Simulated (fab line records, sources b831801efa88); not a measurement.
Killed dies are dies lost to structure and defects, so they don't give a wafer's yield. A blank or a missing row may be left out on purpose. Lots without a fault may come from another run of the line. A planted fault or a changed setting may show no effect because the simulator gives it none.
Which tool did it? | flow sky130 | 12 lots, 36 wafers sampled, at 2 steps of a route of 708

WHAT THE GAUGES READ, wafer by wafer
SKY_SONOS_ONO_OVL_MEAS_14.
lot  | measured     | on         | SONOS_ONO_OVL (nm)
L759 | day 13 11:31 | overlay-02 | -1.7 -1.4 -2.7
L758 | day 13 15:59 | overlay-02 | -1.9 -0.7 -1.7
L760 | day 13 16:59 | overlay-01 | -0.4 0.3 -1.0
L764 | day 14 17:16 | overlay-02 | -0.5 -0.4 -0.4
L769 | day 16 09:43 | overlay-01 | -0.6 -2.0 -1.9
L770 | day 16 19:10 | overlay-01 | -2.3 -3.4 -1.4
L771 | day 18 04:25 | overlay-02 | -0.1 0.3 -0.5
L774 | day 18 17:37 | overlay-01 | -0.2 0.1 -0.6
L776 | day 19 05:40 | overlay-01 | -2.6 -2.7 -2.2
L775 | day 19 08:58 | overlay-01 | -2.2 -0.5 -1.8
L778 | day 19 22:31 | overlay-02 | -1.5 -0.5 0.0
L780 | day 20 17:52 | overlay-01 | 2.1 -0.4 -2.1

WHICH TOOL RAN EACH LOT (tool, then ch and the chambers of the sampled wafers, then the start)
lot  | SKY_VT_ADJUST_NCORE_STRIP_10
L759 | plasma_asher-03 ch 0,1, day 9 07:28
L758 | plasma_asher-02 ch 0,1, day 9 07:56
L760 | plasma_asher-02 ch 1, day 9 11:10
L764 | plasma_asher-02 ch 0, day 10 07:52
L769 | plasma_asher-01 ch 0,1, day 11 20:51
L770 | plasma_asher-01 ch 0,1, day 12 04:04
L771 | plasma_asher-02 ch 0,1, day 12 18:51
L774 | plasma_asher-03 ch 0,1, day 13 21:16
L776 | plasma_asher-02 ch 0,1, day 14 08:22
L775 | plasma_asher-01 ch 0,1, day 14 09:55
L778 | plasma_asher-02 ch 0,1, day 14 17:43
L780 | plasma_asher-02 ch 0,1, day 15 11:07
- SKY_VT_ADJUST_NCORE_STRIP_10: strips in O2/N2.

WHAT THE TOOLS THEMSELVES READ (means of the sampled wafers that have a number; where no wafer has one, the mark that the record gives instead)
SKY_VT_ADJUST_NCORE_STRIP_10.
lot  | tool            | drypump_motor_current_A (A) | oes_product_au (a.u.) | strip_time_to_endpoint_s (s)
L759 | plasma_asher-03 | 5.6                         | 0.713                 | 14.18
L758 | plasma_asher-02 | 5.6                         | 0.715                 | 14.20
L760 | plasma_asher-02 | 5.4                         | 0.715                 | 14.16
L764 | plasma_asher-02 | 6.0                         | 0.715                 | 14.21
L769 | plasma_asher-01 | 5.5                         | 0.712                 | 14.16
L770 | plasma_asher-01 | 5.5                         | 0.714                 | 14.26
L771 | plasma_asher-02 | 5.6                         | 0.717                 | 14.14
L774 | plasma_asher-03 | 5.3                         | 0.716                 | 14.24
L776 | plasma_asher-02 | 5.8                         | 0.713                 | 14.21
L775 | plasma_asher-01 | 5.2                         | 0.719                 | 14.23
L778 | plasma_asher-02 | 5.6                         | 0.716                 | 14.21
L780 | plasma_asher-02 | 5.6                         | 0.710                 | 14.17

THE ANSWER, worked out from the rows above alone
Rule: what is usual is taken from the lots themselves. Put in order of their means at a reading, lots are off if they are a third of the lots or fewer, leave a main group of 4 or more, and stand apart from it by a gap of 3 or more times the standard deviation of the main group's means; of several such gaps the widest counts. A main group whose means are all the same, to the digits that the tables above print for the reading, isn't used. A lot without any number at a reading at which 4 lots or more have one is off too. The other lots that the step has rows for count as sound. The gauges are gone through in route order, then the tools' own readings, and for those a lot's mean is taken as printed above. The first step at which some lot is off is used, and at that step the reading that is off furthest; a lot without a number counts as furthest.
No lot is off at any reading shown: from this, nothing can be told.

WHAT THE SIMULATOR HAD PUT IN
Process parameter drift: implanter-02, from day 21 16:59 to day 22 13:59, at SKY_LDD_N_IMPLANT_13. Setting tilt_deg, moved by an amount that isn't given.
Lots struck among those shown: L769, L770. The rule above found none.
